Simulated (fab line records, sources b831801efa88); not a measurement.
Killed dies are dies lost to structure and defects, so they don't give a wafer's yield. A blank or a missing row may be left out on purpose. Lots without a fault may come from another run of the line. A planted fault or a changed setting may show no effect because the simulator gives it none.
A struck lot beside a sound one | flow sky130 | 37 steps out of a route of 708
Sound: wafers L756.1, L756.4, L756.5. Struck: wafers L757.2, L757.3, L757.4. The cause comes at the end.
At each step with rows: each side's tool, then ch and its chambers, then its first start. Under that, the readings that differ: sound wafers | struck wafers | difference of the means | sigmas: that difference in standard deviations of wafers without a fault.
alike: readings whose means differ by less than 2 such deviations, and words and numbers that are the same on both sides. not compared: withheld readings, readings that some wafer has no value for, bounds like >300 that may hide the same value, and numbers for which the record gives no deviation and whose values overlap.
The two part at a step that has a row with sigmas, a row that says differs or no value, or rows on one side only. Numbers that don't overlap but have no deviation are shown without sigmas and don't part them. A reading that every wafer of one side lacks parts them only if that side has two wafers or more.

first, 9 steps without rows for these wafers: SKY_VIA2_ETCH_14 (etches BARC in N2/H2, stops on SiO2, time 45.9 s, target depth 60 nm); SKY_VIA2_ETCH_15 (etches SiO2 in C4F8/O2/Ar, stops on TiN, target depth 546 nm, time 84 s); SKY_VIA2_STRIP_16 (strips in O2/N2); SKY_VIA2_STRIP_17 (strips in post etch residue remover, time 1200 s); SKY_VIA2_CLEAN_18 (cleans in IPA, time 180 s); SKY_VIA2_CLEAN_19 (cleans in O3/DIW); SKY_VIA2_SPUTTER_20 (material TiN, target thk 20 nm, time 80 s); SKY_VIA2_CVD_21 (deposits W, target thk 420 nm, time 126.4 s); SKY_VIA2_CMP_24 (polishes, stops on SiO2, t overpolish 20 s, target thk 0 nm).
SKY_METAL3_SPUTTER_00: material Ti, target thk 15 nm, time 10 s.
  sound on pvd_sputter-01, day 38 17:40; struck on pvd_sputter-01, day 39 00:11
  alike: chamber_pressure_pa, throttle_valve_pct
then, 25 steps without rows for these wafers: SKY_METAL3_SPUTTER_01 (material TiN, target thk 20 nm, time 16.7 s); SKY_METAL3_SPUTTER_02 (material AlCu, target thk 735 nm, time 39.1 s); SKY_METAL3_SPUTTER_03 (material Ti, target thk 5 nm, time 3.3 s); SKY_METAL3_SPUTTER_04 (material TiN, target thk 70 nm, time 58.3 s); SKY_CAPM_CVD_00 (deposits SiO2, target thk 15.5 nm); SKY_CAPM_SPUTTER_02 (material TiN, target thk 200 nm, time 166.7 s); SKY_CAPM_DEHYDRATE_05 (time 60 s); SKY_CAPM_HMDS_06 (prime time 60 s); SKY_CAPM_COAT_07 (resist thk 1140 nm); SKY_CAPM_SOFTBAKE_08 (time 60 s); SKY_CAPM_EXPOSE_09 (exposes mask CAPM, target cd 1000 nm); SKY_CAPM_PEB_10; SKY_CAPM_DEVELOP_11 (develop time 60 s); SKY_CAPM_METAL_ETCH_13 (etches TiN in Cl2/BCl3, stops on SiO2, target depth 220 nm, time 62.9 s); SKY_CAPM_STRIP_14 (strips in O2/N2); SKY_CAPM_STRIP_15 (strips in post etch residue remover, time 1200 s); SKY_CAPM_CLEAN_16 (cleans in IPA, time 180 s); SKY_CAPM_CLEAN_17 (cleans in O3/DIW); SKY_METAL3_DEHYDRATE_05 (time 60 s); SKY_METAL3_HMDS_06 (prime time 60 s); SKY_METAL3_COAT_07 (resist thk 60 nm); SKY_METAL3_COAT_08 (resist thk 1140 nm); SKY_METAL3_SOFTBAKE_09 (time 90 s); SKY_METAL3_EXPOSE_10 (exposes mask MM3, target cd 300 nm); SKY_METAL3_PEB_11.
-- the record jumps here: 2 days lie between the struck wafers' starts before and after --
SKY_METAL3_METAL_ETCH_18: etches the open film in Cl2/BCl3, stops on SiO2, target depth 845 nm, time 183.1 s.
  sound on rie_metal-03 ch 0,1, day 40 21:30; struck on rie_metal-03 ch 0,1, day 41 03:27
  alike: drypump_motor_current_A, oes_product_au, throttle_valve_pct
  not compared: rf_hours_counter_h, model.METAL3.feature_depth_nm, model.etch.depth_nm
-- the record jumps here: 7 days lie between the struck wafers' starts before and after (it left off in module METAL3 and takes up again in module PAD_OPEN, whose first step shown is number 708 of the route) --
SKY_PAD_OPEN_PROBE_99:
  the record has rows for the struck wafers here (prober-01, day 47 23:13) and none for the sound ones

WHERE THEY PART
Only at SKY_PAD_OPEN_PROBE_99, within this record.

WHY: what the simulator had put in
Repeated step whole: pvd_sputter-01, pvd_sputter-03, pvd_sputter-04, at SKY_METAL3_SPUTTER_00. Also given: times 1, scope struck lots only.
